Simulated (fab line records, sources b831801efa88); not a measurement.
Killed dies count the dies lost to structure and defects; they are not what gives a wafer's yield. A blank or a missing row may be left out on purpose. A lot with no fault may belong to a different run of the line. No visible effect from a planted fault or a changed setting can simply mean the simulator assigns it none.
fab line records | flow sky130 | part 2 of 2: steps 26 to 35 of 35
record lots=5 | wafers=15 | last_day=50
route steps=708 shown LI_CONTACT@377 LOCAL_INTERCONNECT@387 CONTACT@406
lots with no fault: from the same line, run without faults
start_h: start of the lot's first displayed wafer, in hours after the record's first day | wait_h: time in hours since the lot's previous step | " the same as in the row above | L1.1+2: one row covering several wafers at once | - value missing, or start not given | * or withheld: withheld | < > ~ a bound
route shown NAME@n: names a module that has steps shown in the file, with the first one's number in the route | usual: mean/standard deviation of fault-free wafers | same: alike in all rows | chamber/n: place in a boat | sites: the reading at each site | _std_site: their standard deviation | _edge_site: mean of outer sites minus mean of inner sites | radius_mm: for every site, how far away it sits from the centre of the wafer | mask NAME#n: copy n | behind: the tool/chamber that last shaped the wafer | hold: why the lot was held/for how many hours/how that ended | device: whichever transistor did not switch (one of n, p or np) | end of line: the tests these same wafers got at the end of their route | a step given without rows: its recipe and nothing more | killed: dies that structure and defects cost at the first sort, which is not the same as the wafer's yield | map: a wafer's dies, marking killed ones x, the rest . and places with no die _
set.NAME: the setting as run; set.NAME@STEP: as run at that earlier step | model.NAME: the simulator's own value behind a step, which no gauge read
a table for each step, a row for each wafer; lots at some steps of the route
services: the hour from which a tool's chamber was out of use, counted from the record's first day as start_h (under 0 if before that day), plus the number of hours and why
## steps
# step SKY_LOCAL_INTERCONNECT_STRIP_15
# recipe chemistry=O2/N2 | power_w=1400 | pressure_mtorr=1500 | platen_temp_c=withheld | o2_flow_sccm=3000 | n2_flow_sccm=300 | overash_fraction=0.5
# usual chamber_pressure_mTorr=1500.1/1.3 | drypump_motor_current_A=5.35/0.18 | oes_product_au=0.427/0.0041 | strip_time_to_endpoint_s=4.727/0.022
lot.wafer | tool            | chamber | start_h | wait_h | chamber_pressure_mTorr | drypump_motor_current_A | oes_product_au | rf_hours_counter_h | strip_time_to_endpoint_s
L079.2    | plasma_asher-02 | 0       | 762.20  | 0.0    | 1500.8                 | 5.72                    | 0.424          | 2                  | 4.747
L079.3    | "               | 1       | "       | "      | 1501.3                 | 5.40                    | 0.422          | -                  | 4.717
L079.6    | "               | 0       | "       | "      | 1498.4                 | 5.74                    | 0.421          | -                  | 4.764
L085.1    | plasma_asher-01 | 1       | 804.80  | 0.0    | 1500.0                 | 5.32                    | 0.427          | 36                 | 4.758
L085.2    | "               | 0       | "       | "      | 1498.8                 | 5.22                    | 0.422          | 36                 | 4.699
L085.4    | "               | 0       | "       | "      | 1500.6                 | 5.22                    | 0.427          | -                  | 4.715
L087.1    | plasma_asher-02 | 1       | 816.58  | 0.0    | 1498.5                 | 5.37                    | 0.424          | 7                  | 4.752
L087.2    | "               | 0       | "       | "      | 1498.4                 | 5.71                    | 0.425          | 7                  | 4.692
L087.4    | "               | 0       | "       | "      | 1500.6                 | 5.72                    | 0.433          | -                  | 4.735
L092.2    | plasma_asher-04 | 0       | 854.10  | 0.0    | 1498.0                 | 5.23                    | 0.428          | 97                 | 4.692
L092.3    | "               | 1       | "       | "      | 1499.5                 | 5.16                    | 0.421          | -                  | 4.730
L092.5    | "               | 1       | "       | "      | 1499.7                 | 5.16                    | 0.432          | -                  | 4.720
L097.2    | plasma_asher-04 | 1       | 878.15  | 0.0    | 1500.5                 | 5.18                    | 0.428          | 99                 | 4.743
L097.3    | "               | 0       | "       | "      | 1498.9                 | 5.18                    | 0.428          | -                  | 4.744
L097.5    | "               | 0       | "       | "      | 1502.4                 | 5.21                    | 0.428          | -                  | 4.726
# step SKY_LOCAL_INTERCONNECT_STRIP_16
# recipe chemistry=post_etch_residue_remover | time_s=1200 | temp_c=72.5
# usual bath_guard_temp_C=72.5/0.52
lot.wafer | tool         | chamber | start_h | wait_h | bath_guard_temp_C
L079.2    | wet_bench-04 | 3       | 762.30  | 0.1    | 72.5
L079.3    | "            | 3       | "       | "      | 72.0
L079.6    | "            | 3       | "       | "      | 72.3
L085.1    | wet_bench-03 | 0       | 804.90  | 0.1    | 72.2
L085.2    | "            | 0       | "       | "      | 71.9
L085.4    | "            | 0       | "       | "      | 72.0
L087.1    | wet_bench-01 | 1       | 816.68  | 0.1    | 72.4
L087.2    | "            | 1       | "       | "      | 72.2
L087.4    | "            | 1       | "       | "      | 72.5
L092.2    | wet_bench-03 | 0       | 854.20  | 0.1    | 71.6
L092.3    | "            | 0       | "       | "      | 72.1
L092.5    | "            | 0       | "       | "      | 71.8
L097.2    | wet_bench-01 | 0       | 878.25  | 0.1    | 73.3
L097.3    | "            | 0       | "       | "      | 73.4
L097.5    | "            | 0       | "       | "      | 73.9
# step SKY_LOCAL_INTERCONNECT_CLEAN_17
# recipe chemistry=IPA | time_s=180 | temp_c=25
lot.wafer  | tool         | chamber | start_h | wait_h
L079.2+3+6 | wet_bench-03 | 1       | 762.64  | 0.0
L085.1+2+4 | wet_bench-04 | 2       | 805.24  | 0.0
L087.1+2+4 | wet_bench-03 | 1       | 817.02  | 0.0
L092.2+3+5 | wet_bench-04 | 1       | 854.54  | 0.0
L097.2+3+5 | wet_bench-04 | 0       | 878.66  | 0.0
# step SKY_LOCAL_INTERCONNECT_CLEAN_18
# recipe chemistry=O3/DIW | dry=n2_spin
lot.wafer  | tool         | chamber | start_h | wait_h
L079.2+3+6 | wet_bench-01 | 0       | 762.70  | 0.0
L085.1+2+4 | wet_bench-03 | 2       | 805.37  | 0.0
L087.1+2+4 | wet_bench-01 | 1       | 817.08  | 0.0
L092.2+3+5 | wet_bench-03 | 3       | 854.66  | 0.0
L097.2+3+5 | wet_bench-01 | 0       | 878.71  | 0.0
# step SKY_CONTACT_CVD_00
# recipe material=Si3N4 | target_thk_nm=75 | temp_c=400 | time_s=withheld | rf_w=450
# usual heater_power_w=734/71 | rf_fwd_power_W=444.5/2.2
lot.wafer | tool     | chamber | start_h | wait_h | heater_power_w | rf_fwd_power_W
L079.2    | pecvd-03 | 2       | 762.79  | 0.0    | 708            | 446.2
L079.3    | "        | 0       | "       | "      | 753            | 444.9
L079.6    | "        | 1       | "       | "      | 682            | 445.4
L085.1    | pecvd-02 | 0       | 805.46  | 0.0    | 731            | 444.3
L085.2    | "        | 1       | "       | "      | 822            | 445.8
L085.4    | "        | 2       | "       | "      | 660            | 446.7
L087.1    | pecvd-02 | 0       | 817.17  | 0.0    | 764            | 445.3
L087.2    | "        | 2       | "       | "      | 789            | 446.9
L087.4    | "        | 2       | "       | "      | 792            | 445.7
L092.2    | pecvd-02 | 0       | 854.75  | 0.0    | 800            | 445.2
L092.3    | "        | 1       | "       | "      | 799            | 444.2
L092.5    | "        | 1       | "       | "      | 791            | 443.2
L097.2    | pecvd-02 | 2       | 878.82  | 0.0    | 792            | 446.0
L097.3    | "        | 0       | "       | "      | 768            | 443.3
L097.5    | "        | 1       | "       | "      | 834            | 447.5
# step SKY_CONTACT_THK_MEAS_01
# recipe reads=Si3N4_of_CONTACT_CVD_00
# usual CONTACT_CVD_00_THK=74.7/1
lot.wafer | tool          | chamber | start_h | wait_h | CONTACT_CVD_00_THK[nm]
L079.2    | film_metro-04 | -       | 762.83  | -      | 73.8
L079.3    | "             | -       | "       | "      | 74.0
L079.6    | "             | -       | "       | "      | 76.7
L085.1    | film_metro-01 | -       | 805.49  | -      | 73.4
L085.2    | "             | -       | "       | "      | 73.7
L085.4    | "             | -       | "       | "      | 74.5
L087.1    | film_metro-03 | -       | 817.22  | -      | 75.0
L087.2    | "             | -       | "       | "      | 74.4
L087.4    | "             | -       | "       | "      | 74.5
L092.2    | film_metro-01 | -       | 854.80  | -      | 73.0
L092.3    | "             | -       | "       | "      | 73.2
L092.5    | "             | -       | "       | "      | 74.4
L097.2    | film_metro-04 | -       | 878.87  | -      | 74.2
L097.3    | "             | -       | "       | "      | 73.3
L097.5    | "             | -       | "       | "      | 73.0
# step SKY_CONTACT_HDPCVD_02
# recipe material=SiO2 | target_thk_nm=565 | sigma_open_frac=0.3 | time_s=94.2 | temp_c=600 | sih4_flow_sccm=60 | pressure_mtorr=6
lot.wafer  | tool      | chamber | start_h | wait_h
L079.2+3+6 | hdpcvd-01 | 2,0,2   | 762.88  | 0.0
L085.1+2+4 | hdpcvd-02 | 2,0,2   | 805.55  | 0.1
L087.1+2+4 | hdpcvd-02 | 2,0,0   | 817.34  | 0.1
L092.2+3+5 | hdpcvd-02 | 1,2,0   | 854.85  | 0.0
L097.2+3+5 | hdpcvd-01 | 2,0,0   | 878.92  | 0.0
# step SKY_CONTACT_THK_MEAS_03
# recipe reads=SiO2_of_CONTACT_HDPCVD_02
# usual CONTACT_HDPCVD_THK=565/6.2
lot.wafer | tool          | chamber | start_h | wait_h | CONTACT_HDPCVD_THK[nm]
L079.2    | film_metro-01 | -       | 762.96  | 0.0    | 559
L079.3    | "             | -       | "       | "      | 564
L079.6    | "             | -       | "       | "      | 557
L085.1    | film_metro-03 | -       | 805.62  | 0.0    | 569
L085.2    | "             | -       | "       | "      | 565
L085.4    | "             | -       | "       | "      | 570
L087.1    | film_metro-04 | -       | 817.41  | 0.0    | 572
L087.2    | "             | -       | "       | "      | 564
L087.4    | "             | -       | "       | "      | 566
L092.2    | film_metro-04 | -       | 854.92  | 0.0    | 558
L092.3    | "             | -       | "       | "      | 567
L092.5    | "             | -       | "       | "      | 575
L097.2    | film_metro-01 | -       | 879.00  | 0.0    | 563
L097.3    | "             | -       | "       | "      | 565
L097.5    | "             | -       | "       | "      | 566
# step SKY_CONTACT_CMP_04
# recipe material=SiO2 | down_force_psi=4 | platen_rpm=60 | pad_velocity_m_s=0.94248
# usual edge_zone_pressure_frac=1.000/0.0055 | motor_current_A=12.1/0.77 | time_to_endpoint_s=84/4.9
lot.wafer | tool   | chamber | start_h | wait_h | edge_zone_pressure_frac | motor_current_A | time_to_endpoint_s
L079.3    | cmp-02 | 2       | 763.06  | 0.1    | 0.999                   | 11.9            | 83
L079.2    | "      | 0       | "       | "      | 1.002                   | 13.3            | 85
L079.6    | "      | 2       | "       | "      | 0.989                   | 11.7            | 81
L085.4    | cmp-01 | 2       | 805.73  | 0.1    | 1.004                   | 11.9            | 87
L085.1    | "      | 3       | "       | "      | 1.003                   | 11.7            | 91
L085.2    | "      | 0       | "       | "      | 0.995                   | 12.6            | 82
L087.1    | cmp-02 | 1       | 817.75  | 0.3    | 1.001                   | 11.5            | 81
L087.2    | "      | 2       | "       | "      | 1.004                   | 12.1            | 84
L087.4    | "      | 3       | "       | "      | 1.000                   | 10.8            | 81
L092.3    | cmp-01 | 0       | 854.97  | 0.0    | 0.995                   | 12.8            | 88
L092.2    | "      | 3       | "       | "      | 0.995                   | 12.0            | 88
L092.5    | "      | 0       | "       | "      | 0.998                   | 12.8            | 90
L097.3    | cmp-01 | 3       | 879.05  | 0.0    | 1.001                   | 12.5            | 89
L097.2    | "      | 2       | "       | "      | 0.999                   | 11.2            | 88
L097.5    | "      | 0       | "       | "      | 0.998                   | 12.7            | 89
# step SKY_CONTACT_BOW_MEAS_05
# recipe mode=bow
# usual CONTACT_BOW=80/7.2
lot.wafer | tool          | chamber | start_h | wait_h | CONTACT_BOW[um]
L079.2    | film_metro-04 | -       | 763.33  | 0.1    | 75
L079.3    | "             | -       | "       | "      | 89
L079.6    | "             | -       | "       | "      | 91
L085.1    | film_metro-01 | -       | 805.98  | 0.1    | 80
L085.2    | "             | -       | "       | "      | 81
L085.4    | "             | -       | "       | "      | 81
L087.1    | film_metro-03 | -       | 818.00  | 0.2    | 85
L087.2    | "             | -       | "       | "      | 89
L087.4    | "             | -       | "       | "      | 82
L092.2    | film_metro-04 | -       | 855.29  | 0.1    | 89
L092.3    | "             | -       | "       | "      | 61
L092.5    | "             | -       | "       | "      | 75
L097.2    | film_metro-04 | -       | 879.37  | 0.1    | 89
L097.3    | "             | -       | "       | "      | 77
L097.5    | "             | -       | "       | "      | 88
## services
tool           | chamber | start_h | hours | kind
cmp-02         | -       | 709.32  | 1.2   | repair
hdpcvd-02      | -       | 723.95  | 1.0   | repair
cmp-01         | -       | 726.31  | 0.8   | repair
pvd_sputter-01 | -       | 733.17  | 7.0   | repair
cmp-02         | -       | 734.35  | 2.3   | repair
krf_scanner-01 | -       | 736.20  | 1.0   | pm
cmp-01         | -       | 744.21  | 4.0   | pm
hdpcvd-02      | 1       | 752.70  | 6.6   | repair
krf_scanner-01 | -       | 754.55  | 0.4   | repair
cmp-02         | -       | 757.66  | 2.5   | repair
cvd_w-01       | 0       | 792.74  | 4.7   | repair
cvd_w-01       | -       | 800.69  | 6.9   | pm
cmp-02         | -       | 802.76  | 1.7   | repair
rie_metal-01   | -       | 805.31  | 4.0   | pm
cmp-01         | -       | 808.03  | 2.9   | repair
pvd_sputter-01 | -       | 811.31  | 12.5  | repair
cmp-02         | -       | 828.17  | 1.4   | repair
pvd_sputter-03 | -       | 833.22  | 2.7   | repair
pvd_sputter-04 | -       | 841.51  | 1.9   | repair
krf_scanner-01 | -       | 844.57  | 3.6   | pm
cmp-01         | -       | 864.11  | 2.9   | repair
pvd_sputter-03 | -       | 865.72  | 6.2   | repair
wet_bench-04   | -       | 870.66  | 2.2   | repair
pvd_sputter-01 | -       | 878.44  | 4.8   | repair
